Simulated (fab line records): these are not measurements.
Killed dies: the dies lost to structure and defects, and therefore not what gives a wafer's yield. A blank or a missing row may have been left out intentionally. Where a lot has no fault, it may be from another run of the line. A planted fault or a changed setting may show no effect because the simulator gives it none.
fab line records	flow sfq_line
record lots=7	wafers=21	last_day=85
route steps=325 shown L0@8 L0V@16
lots that met no fault: from a run of the same line without faults
start_h: start of the lot's first displayed wafer, in hours after the record's first day	wait_h: how many hours have passed since the lot's step before this one	" as in the row above	L1.1+2: one row covering several wafers at once	- no value, or no start given	* or withheld: withheld	< > ~ a bound
route shown NAME@n: a module of which the file shows steps, and the number in the route of the first	usual: mean and standard deviation over wafers with no fault	same: alike in all rows	chamber/n: place in a boat	sites: the reading at each site	_std_site: standard deviation of those values	_edge_site: the outer-site mean with the inner-site mean subtracted	radius_mm: for every site, how far away it sits from the centre of the wafer	mask NAME#n: copy n	behind: tool/chamber where the wafer was last shaped	hold: why the lot was held/for how many hours/how that ended	device: names the non-switching transistor (n, p or np)	end of line: the tests these same wafers got at the end of their route	for a step that has no rows: nothing shown but its recipe	killed: not the wafer's yield, but the dies lost to structure and defects at the first sort	map: a wafer's dies, marking killed ones x, the rest . and places with no die _
set.NAME: the setting the step ran with; set.NAME@STEP: the setting that earlier step ran with	model.NAME: the simulator's own value behind a step, which no gauge read
lots at selected steps of the route; one table per step, one row per wafer
services: a tool's chamber out of use, with start hour (start_h, from the record's first day; less than 0 if before it), hours out, and reason
## steps
# step SFQ_TRILAYER_L0_LITHO_SOFTBAKE_009
# recipe temp_c=withheld	time_s=withheld	resist=KrF
# step SFQ_TRILAYER_L0_LITHO_EXPOSE_006
# recipe mask_id=L0	na=0.6	source_shape=conventional	sigma_outer=0.65	target_cd_nm=2000	dose_mj=14.4
# step SFQ_TRILAYER_L0_LITHO_PEB_008
# recipe peb_temp_c=115	peb_time_s=60	resist=KrF
# step SFQ_TRILAYER_L0_LITHO_DEVELOP_007
# recipe time_s=60	resist=KrF
# step SFQ_TRILAYER_L0_BARC_OPEN_METAL_ETCH_010
# recipe mask_material=PR	chemistry=O2	target_depth_nm=125	target=BARC	icp_w=600	bias_w=80	pressure_mtorr=10	time_s=41.7
# usual drypump_motor_current_A=5.90/0.29	he_backside_leak_sccm=3.51/0.21	oes_product_au=0.684/0.0045
lot.wafer	tool	chamber	start_h	wait_h	drypump_motor_current_A	he_backside_leak_sccm	oes_product_au	rf_hours_counter_h
L639.2	rie_metal-01	0	89.91	0.1	5.59	3.75	0.681	105
L639.4	"	1	"	"	5.61	3.54	0.686	-
L639.6	"	0	"	"	5.58	3.66	0.687	-
L642.4	rie_metal-01	1	107.43	0.1	5.60	3.78	0.677	-
L642.5	"	1	"	"	5.63	3.38	0.686	-
L642.6	"	0	"	"	5.57	3.64	0.687	-
L643.1	rie_metal-04	0	112.21	0.1	5.79	3.41	0.679	35
L643.4	"	0	"	"	5.79	3.26	0.683	-
L643.6	"	0	"	"	5.79	3.37	0.681	-
L644.2	rie_metal-04	0	118.21	0.1	5.79	3.49	0.679	36
L644.4	"	0	"	"	5.78	3.32	0.684	-
L644.6	"	0	"	"	5.81	3.25	0.679	-
L647.1	rie_metal-03	1	133.65	0.1	6.04	3.81	0.684	17
L647.2	"	0	"	"	6.44	3.80	0.682	93
L647.5	"	1	"	"	6.03	3.68	0.683	-
L650.1	rie_metal-03	0	145.65	0.1	6.47	3.56	0.690	95
L650.2	"	1	"	"	6.04	3.52	0.675	19
L650.3	"	0	"	"	6.42	3.40	0.678	-
L652.1	rie_metal-03	0	157.65	0.1	6.44	3.64	0.691	96
L652.2	"	1	"	"	6.02	3.63	0.681	20
L652.4	"	1	"	"	6.02	3.80	0.683	-
# step SFQ_TRILAYER_L0_ETCH_METAL_ETCH_008
# recipe target=MoNx_KI	stop_on=SiO2	mask_material=PR	chemistry=SF6/O2	target_depth_nm=50	icp_w=600	bias_w=80	pressure_mtorr=10	time_s=25
# usual drypump_motor_current_A=5.90/0.29	he_backside_leak_sccm=3.55/0.28	oes_product_au=0.875/0.0073
lot.wafer	tool	chamber	start_h	wait_h	drypump_motor_current_A	he_backside_leak_sccm	oes_product_au	rf_hours_counter_h
L639.2	rie_metal-01	0	89.97	0.0	5.60	3.79	0.878	105
L639.4	"	1	"	"	5.64	3.82	0.882	-
L639.6	"	0	"	"	5.59	3.68	0.884	-
L642.4	rie_metal-01	1	107.49	0.0	5.62	3.60	0.867	-
L642.5	"	1	"	"	5.60	3.46	0.870	-
L642.6	"	0	"	"	5.60	3.80	0.862	-
L643.1	rie_metal-04	0	112.27	0.0	5.77	3.24	0.881	35
L643.4	"	0	"	"	5.77	3.39	0.893	-
L643.6	"	0	"	"	5.79	3.31	0.890	-
L644.2	rie_metal-04	0	118.27	0.0	5.78	3.41	0.882	36
L644.4	"	0	"	"	5.79	3.40	0.873	-
L644.6	"	0	"	"	5.78	3.54	0.872	-
L647.1	rie_metal-03	1	133.71	0.0	6.02	3.46	0.871	17
L647.2	"	0	"	"	6.43	3.66	0.885	93
L647.5	"	1	"	"	6.00	3.66	0.880	-
L650.1	rie_metal-03	0	145.71	0.0	6.46	3.71	0.872	95
L650.2	"	1	"	"	6.03	3.58	0.866	19
L650.3	"	0	"	"	6.44	3.99	0.867	-
L652.1	rie_metal-03	0	157.71	0.0	6.44	3.69	0.883	96
L652.2	"	1	"	"	6.01	3.54	0.876	20
L652.4	"	1	"	"	6.01	3.67	0.874	-
# step SFQ_TRILAYER_L0_STRIP_STRIP_009
# recipe gas=O2	power_w=200	platen_temp_c=40	overash_fraction=0.65	chemistry=O2	pressure_mtorr=50
# usual drypump_motor_current_A=5.90/0.29	he_backside_leak_sccm=3.54/0.22	oes_product_au=1.000/0.0075
lot.wafer	tool	chamber	start_h	wait_h	drypump_motor_current_A	he_backside_leak_sccm	oes_product_au	rf_hours_counter_h
L639.2	rie_metal-01	0	90.02	0.0	5.58	3.55	0.997	105
L639.4	"	1	"	"	5.61	3.51	1.007	-
L639.6	"	0	"	"	5.59	3.81	0.996	-
L642.4	rie_metal-01	1	107.72	0.2	5.62	3.53	1.000	-
L642.5	"	1	"	"	5.60	3.33	1.004	-
L642.6	"	0	"	"	5.58	3.69	1.004	-
L643.1	rie_metal-04	0	112.32	0.0	5.79	3.36	0.990	35
L643.4	"	0	"	"	5.80	3.15	0.994	-
L643.6	"	0	"	"	5.81	3.39	0.997	-
L644.2	rie_metal-04	0	118.32	0.0	5.79	3.40	0.988	36
L644.4	"	0	"	"	5.79	3.41	0.984	-
L644.6	"	0	"	"	5.80	3.25	0.985	-
L647.1	rie_metal-03	1	133.76	0.0	6.00	3.66	1.006	17
L647.2	"	0	"	"	6.44	4.00	0.992	93
L647.5	"	1	"	"	6.02	3.42	1.004	-
L650.1	rie_metal-03	0	145.76	0.0	6.45	3.67	0.996	95
L650.2	"	1	"	"	6.01	3.76	1.003	19
L650.3	"	0	"	"	6.46	3.28	0.994	-
L652.1	rie_metal-03	0	157.76	0.0	6.45	3.91	0.992	96
L652.2	"	1	"	"	6.01	3.41	1.004	20
L652.4	"	1	"	"	6.01	3.70	0.992	-
# step SFQ_TRILAYER_L0_STRIP_SOLV_CLEAN_010
# recipe chemistry=NMP	temp_c=70	time_s=600
# step SFQ_TRILAYER_L0_CAP_PECVD_011
# recipe material=SiO2	temp_c=150	time_s=13.333	pressure_torr=2.4	rf_w=183.3	precursor=SiH4/N2O	target_thk_nm=60
# usual heater_power_outer_w=27/7.3	heater_power_w=77/12	throttle_valve_pct=26.4/2.7
lot.wafer	tool	chamber	start_h	wait_h	heater_power_outer_w	heater_power_w	throttle_valve_pct
L639.2	pecvd-03	2	90.79	0.0	19	65	31.5
L639.4	"	0	"	"	35	93	29.2
L639.6	"	1	"	"	33	74	25.8
L642.4	pecvd-03	2	108.30	0.0	22	69	31.6
L642.5	"	0	"	"	25	77	29.1
L642.6	"	1	"	"	29	68	25.9
L643.1	pecvd-01	1	113.09	0.0	26	90	24.3
L643.4	"	2	"	"	32	77	24.0
L643.6	"	1	"	"	26	90	24.3
L644.2	pecvd-03	1	119.09	0.0	25	63	25.8
L644.4	"	1	"	"	26	65	25.8
L644.6	"	2	"	"	22	70	31.5
L647.1	pecvd-03	1	134.53	0.0	33	74	25.9
L647.2	"	0	"	"	26	77	29.2
L647.5	"	1	"	"	34	74	26.0
L650.1	pecvd-03	0	146.53	0.0	31	84	29.0
L650.2	"	2	"	"	20	66	31.5
L650.3	"	1	"	"	29	69	26.1
L652.1	pecvd-03	1	158.53	0.0	34	76	26.2
L652.2	"	0	"	"	32	87	29.0
L652.4	"	2	"	"	16	61	31.6
# step SFQ_TRILAYER_L0_VIA_LITHO_COAT_018
# recipe resist=BARC	spin_rpm=3000	resist_thk_nm=62
# step SFQ_TRILAYER_L0_VIA_LITHO_COAT_013
# recipe resist=KrF	spin_rpm=3000	resist_thk_nm=650
# step SFQ_TRILAYER_L0_VIA_LITHO_SOFTBAKE_017
# recipe temp_c=withheld	time_s=withheld	resist=KrF
# step SFQ_TRILAYER_L0_VIA_LITHO_EXPOSE_014
# recipe mask_id=L0V	na=0.6	source_shape=conventional	sigma_outer=0.65	target_cd_nm=700	dose_mj=21.3
# usual reticle_temp_C=23.01/0.11
lot.wafer	tool	chamber	start_h	wait_h	mask	reticle_temp_C	model.L0V.overlay_x_nm
L639.2	krf_scanner-01	0	164.55	-	L0V#0	23.01	2.881
L639.4	"	0	"	"	L0V#0	22.92	2.881
L639.6	"	0	"	"	L0V#0	22.95	2.881
L642.4	krf_scanner-01	0	193.67	-	L0V#0	23.09	78.81
L642.5	"	0	"	"	L0V#0	23.00	78.81
L642.6	"	0	"	"	L0V#0	23.05	78.81
L643.1	krf_scanner-01	0	201.47	-	L0V#0	22.90	77.26
L643.4	"	0	"	"	L0V#0	22.98	77.26
L643.6	"	0	"	"	L0V#0	22.97	77.26
L644.2	krf_scanner-01	0	210.07	-	L0V#0	22.97	83.56
L644.4	"	0	"	"	L0V#0	22.83	83.56
L644.6	"	0	"	"	L0V#0	22.90	83.56
L647.1	krf_scanner-02	0	234.98	-	L0V#0	22.87	-8
L647.2	"	0	"	"	L0V#0	22.95	-8
L647.5	"	0	"	"	L0V#0	23.05	-8
L650.1	krf_scanner-02	0	251.78	-	L0V#0	23.09	-2.49
L650.2	"	0	"	"	L0V#0	23.00	-2.49
L650.3	"	0	"	"	L0V#0	23.00	-2.49
L652.1	krf_scanner-02	0	264.98	-	L0V#0	23.22	-3.223
L652.2	"	0	"	"	L0V#0	23.15	-3.223
L652.4	"	0	"	"	L0V#0	23.21	-3.223
# step SFQ_TRILAYER_L0_VIA_LITHO_PEB_016
# recipe peb_temp_c=115	peb_time_s=60	resist=KrF
# step SFQ_TRILAYER_L0_VIA_LITHO_DEVELOP_015
# recipe time_s=60	resist=KrF
# step SFQ_L0V_OVL_MEAS_903
# usual L0V_OVL=-2/4.3
lot.wafer	tool	chamber	start_h	wait_h	L0V_OVL[nm]
L639.2	overlay-01	-	165.85	0.1	5
L639.4	"	-	"	"	2
L639.6	"	-	"	"	4
L642.4	overlay-01	-	194.59	0.1	74
L642.5	"	-	"	"	77
L642.6	"	-	"	"	75
L643.1	overlay-02	-	202.97	0.1	75
L643.4	"	-	"	"	80
L643.6	"	-	"	"	75
L644.2	overlay-01	-	211.37	0.1	84
L644.4	"	-	"	"	83
L644.6	"	-	"	"	80
L647.1	overlay-02	-	236.48	0.1	-6
L647.2	"	-	"	"	-1
L647.5	"	-	"	"	-8
L650.1	overlay-01	-	253.28	0.1	-2
L650.2	"	-	"	"	1
L650.3	"	-	"	"	-4
L652.1	overlay-01	-	266.48	0.1	-2
L652.2	"	-	"	"	-8
L652.4	"	-	"	"	0
# step SFQ_TRILAYER_L0_VIA_BARC_OPEN_VIA_ETCH_021
# recipe mask_material=PR	chemistry=O2	target_depth_nm=125	target=BARC	source_w=500	bias_w=80	pressure_mtorr=30	time_s=41.7
# usual drypump_motor_current_A=5.9/0.71	oes_product_au=0.685/0.0045
lot.wafer	tool	chamber	start_h	wait_h	drypump_motor_current_A	oes_product_au	rf_hours_counter_h
L639.2	rie_diel-01	1	165.88	0.0	4.8	0.692	5
L639.4	"	2	"	"	6.7	0.689	24
L639.6	"	2	"	"	6.7	0.696	-
L642.4	rie_diel-04	3	194.60	0.0	6.6	0.685	124
L642.5	"	2	"	"	5.5	0.685	-
L642.6	"	3	"	"	6.6	0.690	-
L643.1	rie_diel-03	1	203.00	0.0	6.6	0.686	7
L643.4	"	3	"	"	5.9	0.687	13
L643.6	"	0	"	"	6.3	0.690	-
L644.2	rie_diel-04	0	211.40	0.0	5.3	0.687	88
L644.4	"	3	"	"	6.6	0.684	124
L644.6	"	1	"	"	5.3	0.685	-
L647.1	rie_diel-03	0	236.52	0.0	6.3	0.682	133
L647.2	"	2	"	"	5.2	0.686	54
L647.5	"	0	"	"	6.3	0.685	-
L650.1	rie_diel-01	0	253.32	0.0	5.3	0.689	1
L650.2	"	3	"	"	6.8	0.689	99
L650.3	"	2	"	"	6.7	0.686	26
L652.1	rie_diel-03	3	266.52	0.0	5.9	0.688	14
L652.2	"	1	"	"	6.6	0.686	8
L652.4	"	3	"	"	5.9	0.685	-
## services
tool	chamber	start_h	hours	kind
rie_diel-01	1	77.48	4.2	repair
krf_scanner-01	-	81.12	0.6	repair
krf_scanner-01	-	100.11	1.0	pm
krf_scanner-02	-	105.21	4.0	pm
krf_scanner-01	-	126.14	0.8	pm
pecvd-03	-	131.25	0.2	repair
krf_scanner-02	-	162.15	0.8	pm
krf_scanner-02	-	165.43	1.3	pm
pecvd-03	-	166.69	2.8	pm
krf_scanner-02	-	170.04	2.9	repair
pecvd-03	2	176.88	2.5	repair
krf_scanner-01	-	177.55	1.3	pm
krf_scanner-02	-	182.28	1.0	pm
rie_diel-03	0	188.74	10.0	repair
rie_diel-03	-	190.31	0.8	repair
krf_scanner-01	-	212.27	3.6	pm
krf_scanner-01	-	216.91	2.9	repair
krf_scanner-01	-	231.17	2.6	repair
rie_metal-03	-	243.90	2.8	pm
rie_metal-04	-	245.40	15.6	pm
rie_metal-01	-	247.88	2.8	pm
krf_scanner-01	-	248.09	4.4	pm
rie_diel-03	3	251.75	8.8	repair
rie_diel-03	2	259.11	8.9	repair
## key
first_sign step=SFQ_L0V_OVL_MEAS_903	reading=L0V_OVL	direction=up	sigmas=18	usual=-2	struck=78
effect none on later readings
model_effect step=SFQ_TRILAYER_L0_VIA_LITHO_EXPOSE_014	value=L0V.overlay_x_nm	without=1.623	struck=79.88
met_at SFQ_TRILAYER_L0_VIA_LITHO_EXPOSE_014
struck_wafers L642.4,L642.5,L642.6,L643.1,L643.4,L643.6,L644.2,L644.4,L644.6
onset_between 164.55 193.67
fault kind=scanner_matching_overlay	tool=krf_scanner-01	chamber=-	onset_h=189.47	steps=SFQ_TRILAYER_L0_VIA_LITHO_EXPOSE_014	offset=78.256
